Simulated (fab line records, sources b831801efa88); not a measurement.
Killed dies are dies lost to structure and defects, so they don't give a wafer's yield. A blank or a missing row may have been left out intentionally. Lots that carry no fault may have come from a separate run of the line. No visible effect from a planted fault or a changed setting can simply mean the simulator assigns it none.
fab line records	flow sky130
[record] lots = 5	wafers = 15	last-day = 50
route steps=708 shown VIA4@653 METAL5@661 PASSIVATION@681 PAD_OPEN@694
lots untouched by any fault: they come from a run of this same line in which no faults occurred
start-h: hours from the record's first day to the start of the lot's first wafer shown	wait-h: hours since the lot's step before	" unchanged from the row above	L1.1+2: a single row standing in for several wafers	- value missing, or start not given	* or withheld: withheld	< > ~ a bound
route shown NAME@n: names a module that has steps shown in the file, with the first one's number in the route	usual: mean and standard deviation over wafers with no fault	same: alike in all rows	chamber/n: place in a boat	sites: the reading at each site	_std_site: their standard deviation	_edge_site: outer sites' mean less inner sites'	radius-mm: how far each site lies from the wafer's centre	mask NAME#n: copy n	behind: the most recent tool/chamber to have shaped the wafer	hold: what put the lot on hold/how long, in hours/how the hold closed	device: whichever transistor did not switch (one of n, p or np)	end of line: tests of these same wafers at the route's end	a step without rows: its recipe alone	killed: count of dies lost to structure and defects at first sort (not the wafer's yield)	map: per-die view of a wafer (x killed, . not killed, _ where there is no die)
set.NAME: the setting as run; set.NAME@STEP: as run at that earlier step	model.NAME: the simulator's own value behind a step, which no gauge read
certain route steps with their lots: each step a table, each wafer a row
services: the hour from which a tool's chamber was out of use, counted from the record's first day as start-h (under 0 if before that day), plus the number of hours and why
[[steps]]
[step SKY_VIA4_STRIP_14]
[recipe] chemistry = post-etch-residue-remover	time-s = 1200	temp-c = 72.5
[step SKY_VIA4_CLEAN_15]
[recipe] chemistry = IPA	time-s = 180	temp-c = 25
[step SKY_VIA4_CLEAN_16]
[recipe] chemistry = O3/DIW	dry = n2-spin
[step SKY_VIA4_SPUTTER_17]
[recipe] material = TiN	target-thk-nm = 20	chamber-pressure-pa = 5	power-w = 4000	time-s = 80
[step SKY_VIA4_CVD_18]
[recipe] material = W	target-thk-nm = 505	time-s = 152.14	temp-c = 400	pressure-torr = 40
[usual] heater-power-w = 837/62	susceptor-temp-C = 400.03/0.24
lot.wafer	tool	chamber	start-h	wait-h	heater-power-w	susceptor-temp-C
L812.1	cvd-w-01	0	1015.42	0.0	782	400.18
L812.4	"	1	"	"	940	400.01
L812.5	"	0	"	"	777	399.94
L813.3	cvd-w-01	1	1033.04	0.1	921	399.92
L813.5	"	0	"	"	776	400.01
L813.6	"	1	"	"	915	399.65
L825.1	cvd-w-02	0	1095.77	0.0	839	400.34
L825.2	"	1	"	"	784	400.39
L825.5	"	1	"	"	791	400.35
L832.2	cvd-w-02	0	1133.24	0.0	853	400.39
L832.3	"	1	"	"	786	400.41
L832.4	"	0	"	"	852	400.33
L833.1	cvd-w-01	0	1133.63	0.0	793	399.96
L833.3	"	0	"	"	777	399.72
L833.5	"	1	"	"	941	399.77
[step SKY_VIA4_RS_MEAS_19]
[recipe] thk-meas-gauge = four-point-probe	reads = W_of_VIA4_CVD_18+TiN_of_VIA4_SPUTTER_17
[usual] VIA4_W_RS = 0.2269/0.0028
lot.wafer	tool	chamber	start-h	wait-h	VIA4_W_RS[ohm/sq]
L812.1	film-metro-01	-	1015.58	0.1	0.2307
L812.4	"	-	"	"	0.2262
L812.5	"	-	"	"	0.2299
L813.3	film-metro-02	-	1033.18	0.1	0.2249
L813.5	"	-	"	"	0.2263
L813.6	"	-	"	"	0.2269
L825.1	film-metro-01	-	1095.92	0.1	0.2242
L825.2	"	-	"	"	0.2281
L825.5	"	-	"	"	0.2265
L832.2	film-metro-03	-	1133.41	0.1	0.2251
L832.3	"	-	"	"	0.2274
L832.4	"	-	"	"	0.2223
L833.1	film-metro-01	-	1133.78	0.1	0.2304
L833.3	"	-	"	"	0.2288
L833.5	"	-	"	"	0.2268
[step SKY_VIA4_THK_MEAS_20]
[recipe] thk-meas-gauge = xrf	reads = W_of_VIA4_CVD_18
[usual] VIA4_W_THK = 503/7.7
lot.wafer	tool	chamber	start-h	wait-h	VIA4_W_THK[nm]
L812.1	film-metro-01	-	1015.70	0.1	496
L812.4	"	-	"	"	508
L812.5	"	-	"	"	500
L813.3	film-metro-02	-	1033.28	0.1	513
L813.5	"	-	"	"	509
L813.6	"	-	"	"	507
L825.1	film-metro-01	-	1096.04	0.1	513
L825.2	"	-	"	"	507
L825.5	"	-	"	"	510
L832.2	film-metro-03	-	1133.52	0.1	494
L832.3	"	-	"	"	492
L832.4	"	-	"	"	502
L833.1	film-metro-01	-	1133.90	0.1	502
L833.3	"	-	"	"	502
L833.5	"	-	"	"	505
[step SKY_VIA4_CMP_21]
[recipe] stop-on = SiO2	t-overpolish-s = 25	down-force-psi = 3.5	platen-rpm = 60	target-thk-nm = 0	pad-velocity-m-s = 0.94248
[step SKY_METAL5_SPUTTER_00]
[recipe] material = Ti	target-thk-nm = 15	power-w = 3000	time-s = 10	chamber-pressure-pa = 0.4
[step SKY_METAL5_SPUTTER_01]
[recipe] material = TiN	target-thk-nm = 20	power-w = 6500	time-s = 16.7	chamber-pressure-pa = 0.4
[step SKY_METAL5_SPUTTER_02]
[recipe] material = AlCu	target-thk-nm = 1150	power-w = 10600	time-s = 61.2	chamber-pressure-pa = 0.4
[usual] throttle-valve-pct = 30.5/0.72
lot.wafer	tool	chamber	start-h	wait-h	throttle-valve-pct
L812.1	pvd-sputter-01	-	1016.13	0.0	31.8
L812.4	"	-	"	"	30.2
L812.5	"	-	"	"	29.5
L813.3	pvd-sputter-03	-	1033.67	0.0	30.7
L813.5	"	-	"	"	31.0
L813.6	"	-	"	"	30.8
L825.1	pvd-sputter-01	-	1096.45	0.0	31.6
L825.2	"	-	"	"	30.1
L825.5	"	-	"	"	30.3
L832.2	pvd-sputter-03	-	1134.11	0.0	30.9
L832.3	"	-	"	"	29.6
L832.4	"	-	"	"	29.8
L833.1	pvd-sputter-04	-	1134.31	0.0	30.9
L833.3	"	-	"	"	30.2
L833.5	"	-	"	"	31.4
[step SKY_METAL5_SPUTTER_03]
[recipe] material = Ti	target-thk-nm = 5	power-w = 3000	time-s = 3.3	chamber-pressure-pa = 0.4
[usual] throttle-valve-pct = 30.5/0.7
lot.wafer	tool	chamber	start-h	wait-h	throttle-valve-pct
L812.1	pvd-sputter-01	-	1016.18	0.0	31.8
L812.4	"	-	"	"	30.2
L812.5	"	-	"	"	29.7
L813.3	pvd-sputter-03	-	1033.72	0.0	30.8
L813.5	"	-	"	"	30.8
L813.6	"	-	"	"	30.7
L825.1	pvd-sputter-01	-	1096.50	0.0	31.9
L825.2	"	-	"	"	30.3
L825.5	"	-	"	"	30.6
L832.2	pvd-sputter-03	-	1134.16	0.0	30.6
L832.3	"	-	"	"	29.6
L832.4	"	-	"	"	29.7
L833.1	pvd-sputter-04	-	1134.36	0.0	31.0
L833.3	"	-	"	"	30.2
L833.5	"	-	"	"	31.6
[step SKY_METAL5_SPUTTER_04]
[recipe] material = TiN	target-thk-nm = 70	power-w = 6500	time-s = 58.3	chamber-pressure-pa = 0.4
[usual] throttle-valve-pct = 30.5/0.74
lot.wafer	tool	chamber	start-h	wait-h	throttle-valve-pct	model.TiN_of_METAL5_SPUTTER_04.thk-nm
L812.1	pvd-sputter-01	-	1016.20	0.0	31.7	70.93
L812.4	"	-	"	"	30.3	70.37
L812.5	"	-	"	"	29.7	70.89
L813.3	pvd-sputter-03	-	1033.74	0.0	30.6	70.99
L813.5	"	-	"	"	30.9	70.81
L813.6	"	-	"	"	30.4	70.81
L825.1	pvd-sputter-01	-	1096.52	0.0	31.6	70.62
L825.2	"	-	"	"	30.2	57.91
L825.5	"	-	"	"	30.6	57.32
L832.2	pvd-sputter-03	-	1134.18	0.0	31.1	69.86
L832.3	"	-	"	"	29.4	69.61
L832.4	"	-	"	"	29.9	69.61
L833.1	pvd-sputter-04	-	1134.37	0.0	31.1	69.7
L833.3	"	-	"	"	30.3	69.37
L833.5	"	-	"	"	31.4	69.39
[step SKY_METAL5_RS_MEAS_05]
[recipe] thk-meas-gauge = four-point-probe	reads = TiN_of_METAL5_SPUTTER_04+Ti_of_METAL5_SPUTTER_03+AlCu_of_METAL5_SPUTTER_02+TiN_of_METAL5_SPUTTER_01+Ti_of_METAL5_SPUTTER_00
[usual] METAL5_ALCU_RS = 0.0271/0.00026
lot.wafer	tool	chamber	start-h	wait-h	METAL5_ALCU_RS[ohm/sq]
L812.1	film-metro-02	-	1016.25	0.0	0.02699
L812.4	"	-	"	"	0.0273
L812.5	"	-	"	"	0.027
L813.3	film-metro-02	-	1033.83	0.1	0.02744
L813.5	"	-	"	"	0.02759
L813.6	"	-	"	"	0.02758
L825.1	film-metro-04	-	1096.57	0.0	0.02675
L825.2	"	-	"	"	0.02687
L825.5	"	-	"	"	0.02689
L832.2	film-metro-03	-	1134.24	0.0	0.02689
L832.3	"	-	"	"	0.02702
L832.4	"	-	"	"	0.0269
L833.1	film-metro-02	-	1134.42	0.0	0.02657
L833.3	"	-	"	"	0.02701
L833.5	"	-	"	"	0.02652
[step SKY_METAL5_THK_MEAS_06]
[recipe] thk-meas-gauge = xrf	reads = AlCu_of_METAL5_SPUTTER_02
[usual] METAL5_ALCU_THK = 1153/13
lot.wafer	tool	chamber	start-h	wait-h	METAL5_ALCU_THK[nm]
L812.1	film-metro-02	-	1016.37	0.1	1157
L812.4	"	-	"	"	1141
L812.5	"	-	"	"	1149
L813.3	film-metro-02	-	1033.93	0.1	1126
L813.5	"	-	"	"	1126
L813.6	"	-	"	"	1120
L825.1	film-metro-04	-	1096.69	0.1	1172
L825.2	"	-	"	"	1204
L825.5	"	-	"	"	1198
L832.2	film-metro-03	-	1134.35	0.1	1164
L832.3	"	-	"	"	1153
L832.4	"	-	"	"	1162
L833.1	film-metro-02	-	1134.54	0.1	1175
L833.3	"	-	"	"	1162
L833.5	"	-	"	"	1178
[step SKY_METAL5_DEHYDRATE_07]
[recipe] temp-c = 200	time-s = 60
[step SKY_METAL5_HMDS_08]
[recipe] prime-time-s = 60	prime-temp-c = 120
[step SKY_METAL5_COAT_09]
[recipe] resist = NOVOLAK	spin-rpm = 3000	resist-thk-nm = 1800
[step SKY_METAL5_SOFTBAKE_10]
[recipe] temp-c = 90	time-s = 60	resist = NOVOLAK
[step SKY_METAL5_EXPOSE_11]
[recipe] mask-id = MM5	na = 0.6	source-shape = conventional	sigma-outer = 0.6	polarization = unpolarized	target-cd-nm = 1600	dose-mj = 190
[step SKY_METAL5_PEB_12]
[recipe] temp-c = withheld	time-s = *	resist = NOVOLAK
[step SKY_METAL5_DEVELOP_13]
[recipe] resist = NOVOLAK	developer = TMAH	develop-time-s = 60	dev-temp-c = 23
[step SKY_METAL5_DESCUM_14]
[recipe] chemistry = O2	source-power-w = 150	bias-power-w = 0	pressure-mtorr = 10	temp-c = 40	time-s = 11
[usual] drypump-motor-current-A = 5.70/0.2	oes-product-au = 0.997/0.0094
[same] bias-power-w = 0
lot.wafer	tool	chamber	start-h	wait-h	drypump-motor-current-A	oes-product-au	rf-hours-counter-h
L812.1	rie-metal-04	0	1039.18	0.1	5.42	0.994	20
L812.4	"	1	"	"	5.81	1.004	-
L812.5	"	0	"	"	5.38	0.996	-
L813.3	rie-metal-02	0	1055.91	0.1	5.70	0.995	-
L813.5	"	0	"	"	5.71	0.989	-
L813.6	"	1	"	"	5.67	0.997	-
L825.1	rie-metal-04	1	1117.55	0.1	5.85	0.999	16
L825.2	"	0	"	"	5.40	0.991	27
L825.5	"	1	"	"	5.81	0.999	-
L832.2	rie-metal-04	1	1152.91	0.1	5.81	0.993	-
L832.3	"	1	"	"	5.81	1.010	-
L832.4	"	1	"	"	5.79	0.999	-
L833.1	rie-metal-02	0	1152.91	0.1	5.71	1.002	19
L833.3	"	1	"	"	5.64	1.014	-
L833.5	"	0	"	"	5.70	0.993	-
[step SKY_METAL5_METAL_ETCH_15]
[recipe] target-depth-a = 12600	stop-on = SiO2	over-etch-frac = 0.2	time-s = 252	chemistry = Cl2/BCl3	resist-sidewall-deg = 86	pressure-mtorr = 10	icp-w = 900	bias-w = 48.5	Cl2_flow_sccm = 60	bcl3-flow-sccm = 30
[step SKY_METAL5_STRIP_16]
[recipe] chemistry = O2/N2	power-w = 1400	pressure-mtorr = 1500	platen-temp-c = withheld	o2-flow-sccm = 3000	n2-flow-sccm = 300	overash-fraction = 0.5
[step SKY_METAL5_STRIP_17]
[recipe] chemistry = post-etch-residue-remover	time-s = 1200	temp-c = 72.5
lot.wafer	tool	chamber	start-h	wait-h	model.TiN_of_METAL5_SPUTTER_04.thk-nm
L812.1	wet-bench-01	3	1039.55	0.1	70.5
L812.4	"	3	"	"	69.95
L812.5	"	3	"	"	70.46
L813.3	wet-bench-03	1	1056.29	0.1	70.58
L813.5+6	"	1	"	"	70.4
L825.1	wet-bench-01	1	1117.92	0.1	70.2
L825.2	"	1	"	"	57.49
L825.5	"	1	"	"	56.9
L833.1	wet-bench-02	0	1153.28	0.1	69.28
L833.3	"	0	"	"	68.95
L833.5	"	0	"	"	68.97
L832.2	wet-bench-03	2	1153.54	0.1	69.44
L832.3+4	"	2	"	"	69.18
[step SKY_METAL5_CLEAN_18]
[recipe] chemistry = IPA	time-s = 180	temp-c = 25
[step SKY_METAL5_CLEAN_19]
[recipe] chemistry = O3/DIW	dry = n2-spin
[step SKY_PASSIVATION_CVD_00]
[recipe] material = SiO2	target-thk-nm = 90	temp-c = 400	time-s = withheld	rf-w = 600
[step SKY_PASSIVATION_THK_MEAS_01]
[recipe] reads = SiO2_of_PASSIVATION_CVD_00
[usual] PASSIVATION_CVD_00_THK = 90.2/1.4
lot.wafer	tool	chamber	start-h	wait-h	PASSIVATION_CVD_00_THK[nm]
L812.1	film-metro-03	-	1040.10	-	89.9
L812.4	"	-	"	"	91.8
L812.5	"	-	"	"	91.5
L813.3	film-metro-01	-	1056.84	-	86.6
L813.5	"	-	"	"	89.2
L813.6	"	-	"	"	91.5
L825.1	film-metro-01	-	1118.43	-	89.1
L825.2	"	-	"	"	89.5
L825.5	"	-	"	"	89.2
L833.1	film-metro-03	-	1153.84	-	88.5
L833.3	"	-	"	"	88.1
L833.5	"	-	"	"	89.3
L832.2	film-metro-01	-	1154.07	-	89.0
L832.3	"	-	"	"	91.3
L832.4	"	-	"	"	91.0
[step SKY_PASSIVATION_CVD_02]
[recipe] material = Si3N4	target-thk-nm = 540	temp-c = 400	time-s = withheld	rf-w = 450
[usual] heater-power-w = 681/110	susceptor-temp-C = 399.98/0.21
lot.wafer	tool	chamber	start-h	wait-h	heater-power-w	susceptor-temp-C
L812.1	pecvd-04	0	1040.16	0.1	730	399.99
L812.4	"	1	"	"	484	399.49
L812.5	"	2	"	"	800	400.11
L813.3	pecvd-03	0	1056.88	0.0	532	400.05
L813.5	"	2	"	"	671	400.04
L813.6	"	1	"	"	645	399.99
L825.1	pecvd-04	0	1118.49	0.1	667	399.66
L825.2	"	2	"	"	781	400.39
L825.5	"	2	"	"	799	399.91
L833.1	pecvd-03	1	1153.90	0.1	701	399.94
L833.3	"	0	"	"	565	399.99
L833.5	"	1	"	"	605	400.09
L832.2	pecvd-04	0	1154.12	0.0	807	399.94
L832.3	"	2	"	"	826	399.85
L832.4	"	2	"	"	824	400.21
[step SKY_PASSIVATION_THK_MEAS_03]
[recipe] reads = Si3N4_of_PASSIVATION_CVD_02
[usual] PASSIVATION_CVD_02_THK = 537/7.3
lot.wafer	tool	chamber	start-h	wait-h	PASSIVATION_CVD_02_THK[nm]
L812.1	film-metro-04	-	1040.39	-	526
L812.4	"	-	"	"	544
L812.5	"	-	"	"	529
L813.3	film-metro-01	-	1057.12	-	538
L813.5	"	-	"	"	554
L813.6	"	-	"	"	541
L825.1	film-metro-03	-	1118.75	-	535
L825.2	"	-	"	"	524
L825.5	"	-	"	"	526
L833.1	film-metro-03	-	1154.24	-	530
L833.3	"	-	"	"	544
L833.5	"	-	"	"	532
L832.2	film-metro-01	-	1154.35	-	533
L832.3	"	-	"	"	536
L832.4	"	-	"	"	543
[step SKY_PASSIVATION_DEHYDRATE_04]
[recipe] temp-c = 200	time-s = 60
[step SKY_PASSIVATION_HMDS_05]
[recipe] prime-time-s = 60	prime-temp-c = 120
[step SKY_PASSIVATION_COAT_06]
[recipe] spin-rpm = 2000	resist-thk-nm = 3000
[step SKY_PASSIVATION_SOFTBAKE_07]
[recipe] temp-c = 110	time-s = withheld
[step SKY_PASSIVATION_EXPOSE_08]
[recipe] mask-id = NSM	target-cd-nm = 3000	na = 0.57	dose-mj = 260
[step SKY_PASSIVATION_PEB_09]
[recipe] temp-c = 115	time-s = withheld
[step SKY_PASSIVATION_DEVELOP_10]
[recipe] develop-time-s = 60	dev-temp-c = 23
[step SKY_PASSIVATION_ETCH_11]
[recipe] chemistry = CF4/O2	target-depth-nm = 725	stop-on = AlCu	source-w = 800	bias-w = 150	pressure-mtorr = 150	cf4-flow-sccm = 80	O2_flow_sccm = 10	time-s = 161.1
[usual] drypump-motor-current-A = 5.9/0.35	oes-product-au = 0.976/0.0072	throttle-valve-pct = 5.964/0.0086
lot.wafer	tool	chamber	start-h	wait-h	drypump-motor-current-A	oes-product-au	rf-hours-counter-h	throttle-valve-pct	model.PASSIVATION.feature-depth-nm
L812.1	rie-diel-03	2	1062.48	-	6.1	0.964	8	5.964	691.3
L812.4	"	3	"	"	5.8	0.988	25	5.967	710.5
L812.5	"	0	"	"	5.5	0.972	-	5.966	696.5
L813.3	rie-diel-04	0	1077.90	-	5.5	0.966	7	5.968	700.2
L813.5	"	3	"	"	5.9	0.992	-	5.973	717.9
L813.6	"	2	"	"	6.2	0.977	-	5.967	707.3
L825.1	rie-diel-04	3	1136.81	-	5.9	0.967	23	5.958	699.4
L825.2	"	0	"	"	5.5	0.959	9	5.965	675.9
L825.5	"	3	"	"	5.9	0.958	-	5.961	676.7
L833.1	rie-diel-03	3	1171.63	-	5.8	0.972	29	5.954	693.3
L833.3	"	2	"	"	6.1	0.971	13	5.969	705.8
L833.5	"	2	"	"	6.1	0.968	-	5.962	694.9
L832.2	rie-diel-04	2	1171.66	-	6.1	0.970	13	5.965	695.9
L832.3	"	1	"	"	6.4	0.983	15	5.963	700.8
L832.4	"	0	"	"	5.5	0.974	10	5.968	708
[step SKY_PASSIVATION_STRIP_12]
[recipe] chemistry = O2/N2	power-w = 1400	pressure-mtorr = 1500	platen-temp-c = withheld	overash-fraction = 0.7	o2-flow-sccm = 3000	n2-flow-sccm = 300
[step SKY_PAD_OPEN_DEHYDRATE_00]
[recipe] temp-c = 200	time-s = 60
[step SKY_PAD_OPEN_ETCH_07]
[recipe] chemistry = CF4/O2	target-depth-nm = 725	stop-on = AlCu	source-w = 800	bias-w = 147.9	pressure-mtorr = 150	cf4-flow-sccm = 80	O2_flow_sccm = 10	time-s = 161.1
[usual] drypump-motor-current-A = 5.8/0.48	oes-product-au = 0.974/0.0072	throttle-valve-pct = 5.963/0.0092
lot.wafer	tool	chamber	start-h	wait-h	drypump-motor-current-A	oes-product-au	rf-hours-counter-h	throttle-valve-pct	model.PAD_OPEN.feature-depth-nm
L812.1	rie-diel-01	1	1083.85	-	6.6	0.974	15	5.961	691.3
L812.4	"	1	"	"	6.6	0.982	-	5.967	710.5
L812.5	"	0	"	"	5.8	0.971	-	5.969	696.5
L813.3	rie-diel-01	3	1098.50	-	5.4	0.972	0	5.973	700.2
L813.5	"	3	"	"	5.4	0.979	-	5.955	715.6
L813.6	"	2	"	"	5.3	0.965	-	5.946	689.7
L825.1	rie-diel-03	2	1154.85	-	6.1	0.968	12	5.958	699.4
L825.2	"	3	"	"	5.8	0.954	28	5.956	675.9
L825.5	"	0	"	"	5.6	0.952	-	5.971	676.7
L833.1	rie-diel-01	1	1187.60	-	6.5	0.964	20	5.965	693.3
L833.3	"	3	"	"	5.4	0.972	4	5.968	705.8
L833.5	"	3	"	"	5.4	0.976	-	5.951	694.9
L832.2	rie-diel-02	0	1188.21	-	6.3	0.970	30	5.977	695.9
L832.3	"	3	"	"	6.0	0.975	4	5.953	700.8
L832.4	"	2	"	"	4.7	0.983	15	5.972	708
[step SKY_PAD_OPEN_PROBE_99]
[usual] defect-limited-yield = 82.6/1.9	killed_at_M0_to_M3 = 43/7.1	killed_at_M4_up = 3.0/1.6	killed-at-contacts = 24/5.3	killed-at-front-end = 16/4.1	killed-at-other = 0.5/0.82	killed-dies = 86/9.4	killed-open = 46/6.9	killed-short = 39/6.5	sort_bin_3_pad_short = 0.9/0.45	sort_bin_5_function = 10.3/1.5	sort_bin_6_memory = 6.2/1.1	sort-n-pass = 406/9.4	sort-yield-pct = 82.6/1.9
[same] gross-dies = 492	killed-at-back-side = 0	sort_bin_4_leakage[%] = 0	sort_bin_8_speed[%] = 0
lot.wafer	tool	chamber	start-h	wait-h	defect-limited-yield[%]	killed_at_M0_to_M3	killed_at_M4_up	killed-at-contacts	killed-at-front-end	killed-at-other	killed-dies	killed-open	killed-short	sort_bin_3_pad_short[%]	sort_bin_5_function[%]	sort_bin_6_memory[%]	sort-n-pass	sort-yield-pct[%]
L812.1	prober-01	-	1086.21	0.1	80.3	43	3	30	21	0	97	52	45	1.0	11.8	6.9	395	80.3
L812.4	prober-01	-	1086.36	0.2	82.5	34	1	33	18	0	86	44	42	1.0	9.8	6.7	406	82.5
L812.5	prober-01	-	1086.41	0.2	83.1	42	3	23	14	1	83	46	35	1.8	9.3	5.7	409	83.1
L813.3	prober-02	-	1100.92	0.2	82.1	47	2	17	21	1	88	50	38	1.0	10.4	6.5	404	82.1
L813.5	prober-02	-	1101.02	0.2	82.5	37	2	28	19	0	86	50	36	0.4	10.4	6.7	406	82.5
L813.6	prober-02	-	1101.07	0.2	82.3	40	3	24	20	0	87	41	46	1.4	10.6	5.7	405	82.3
L832.2	prober-01	-	1190.58	0.1	84.6	37	5	21	13	0	76	34	41	0.8	7.7	6.9	416	84.6
L832.3	prober-01	-	1190.63	0.2	86.6	23	1	23	19	0	66	34	32	1.4	6.9	5.1	426	86.6
L832.4	prober-01	-	1190.68	0.2	83.7	36	4	22	18	0	80	41	39	1.2	9.8	5.3	412	83.7
// killed by level:class
L812.1 VIA1:geometric-particle:open=14 CONTACT:geometric-particle:short=9 LI_CONTACT:geometric-particle:open=7 METAL1:geometric-particle:short=7 FIELD_ISO:geometric-particle:short=6 CONTACT:geometric-particle:open=6 VIA2:geometric-particle:open=5 VIA3:geometric-particle:open=5
L812.4 CONTACT:geometric-particle:open=10 LOCAL_INTERCONNECT:geometric-particle:short=9 LI_CONTACT:geometric-particle:open=8 VIA1:geometric-particle:open=7 POLY_GATE:geometric-particle:short=5 VIA3:geometric-particle:open=5 METAL2:geometric-particle:short=5 FIELD_ISO:geometric-particle:open=4
L812.5 VIA1:geometric-particle:open=13 LI_CONTACT:geometric-particle:open=9 VIA2:geometric-particle:open=7 METAL1:geometric-particle:short=6 LOCAL_INTERCONNECT:geometric-particle:short=5 VIA3:geometric-particle:open=5 POLY_GATE:geometric-particle:open=4 POLY_GATE:geometric-particle:short=4
L813.3 VIA1:geometric-particle:open=10 CONTACT:geometric-particle:open=8 POLY_GATE:geometric-particle:open=7 VIA3:geometric-particle:open=7 FIELD_ISO:geometric-particle:short=6 VIA2:geometric-particle:open=6 METAL1:geometric-particle:short=6 FIELD_ISO:geometric-particle:open=5
L813.5 LI_CONTACT:geometric-particle:open=9 VIA1:geometric-particle:open=9 CONTACT:geometric-particle:open=8 METAL1:geometric-particle:short=6 CONTACT:geometric-particle:short=6 VIA2:geometric-particle:open=6 FIELD_ISO:geometric-particle:open=5 POLY_GATE:geometric-particle:short=4
L813.6 METAL2:geometric-particle:short=10 POLY_GATE:geometric-particle:open=7 LOCAL_INTERCONNECT:geometric-particle:short=7 CONTACT:geometric-particle:short=7 VIA3:geometric-particle:open=7 VIA1:geometric-particle:open=7 CONTACT:geometric-particle:open=6 FIELD_ISO:geometric-particle:short=4
L832.2 METAL2:geometric-particle:short=11 VIA1:geometric-particle:open=10 CONTACT:geometric-particle:short=7 CONTACT:geometric-particle:open=5 FIELD_ISO:geometric-particle:short=4 LI_CONTACT:geometric-particle:open=4 VIA2:geometric-particle:open=4 METAL4:geometric-particle:short=4
L832.3 POLY_GATE:geometric-particle:open=6 CONTACT:geometric-particle:open=6 FIELD_ISO:geometric-particle:short=5 FIELD_ISO:geometric-particle:open=5 CONTACT:geometric-particle:short=5 LI_CONTACT:geometric-particle:open=4 LOCAL_INTERCONNECT:geometric-particle:short=4 VIA2:geometric-particle:open=4
L832.4 VIA1:geometric-particle:open=12 CONTACT:geometric-particle:open=9 METAL2:geometric-particle:short=7 POLY_GATE:geometric-particle:open=5 POLY_GATE:geometric-particle:short=5 LI_CONTACT:geometric-particle:open=5 VIA3:geometric-particle:open=5 FIELD_ISO:geometric-particle:short=4
[[services]]
tool	chamber	start-h	hours	kind
rie-diel-03	0	1002.15	3.8	repair
pecvd-04	-	1003.47	0.9	repair
pecvd-04	2	1004.24	4.9	repair
rie-diel-01	2	1009.52	1.7	repair
pvd-sputter-03	-	1013.09	3.5	repair
pecvd-03	-	1020.17	14.6	pm
rie-diel-01	2	1024.27	2.8	repair
cvd-w-01	-	1038.93	6.0	pm
cvd-w-02	0	1058.14	11.7	repair
rie-metal-04	0	1063.94	3.7	repair
rie-diel-03	3	1070.67	4.6	repair
cvd-w-01	0	1082.95	4.3	repair
pvd-sputter-04	-	1122.43	0.6	repair
pvd-sputter-01	-	1133.79	1.3	repair
rie-metal-02	-	1137.21	0.5	repair
pecvd-03	-	1139.03	2.9	repair
rie-diel-03	0	1155.58	9.3	repair
rie-diel-01	2	1169.23	2.7	repair
rie-metal-04	0	1181.04	9.0	repair
pecvd-04	-	1182.27	2.8	pm
pecvd-03	-	1183.00	6.0	pm
rie-diel-01	2	1185.49	9.8	repair
rie-diel-03	-	1185.85	2.8	pm
pecvd-04	2	1185.89	10.4	repair
[[key]]
[first-sign] step = SKY_METAL5_THK_MEAS_06	reading = METAL5_ALCU_THK	direction = up	sigmas = 3.5	usual = 1153	struck = 1201
effect none on later readings
[model-effect] step = SKY_METAL5_SPUTTER_04	value = TiN_of_METAL5_SPUTTER_04.thk-nm	without = 70.02	struck = 57.61
[model-effect] step = SKY_METAL5_STRIP_17	value = TiN_of_METAL5_SPUTTER_04.thk-nm	without = 69.6	struck = 57.19
[model-effect] step = SKY_PASSIVATION_ETCH_11	value = PASSIVATION.feature-depth-nm	without = 688.7	struck = 676.3
[model-effect] step = SKY_PAD_OPEN_ETCH_07	value = PAD_OPEN.feature-depth-nm	without = 688.7	struck = 676.3
met-at SKY_METAL5_SPUTTER_04
struck-wafers L825.2,L825.5
onset-between 1016.20 1096.52
[fault] kind = process-parameter-drift	tool = pvd-sputter-01	chamber = -	onset-h = 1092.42	steps = SKY_METAL5_SPUTTER_04	channel = time-s	offset = *	shape = step	end-h = 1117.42	acts-in = *	stated = *	scope = struck-wafers-only
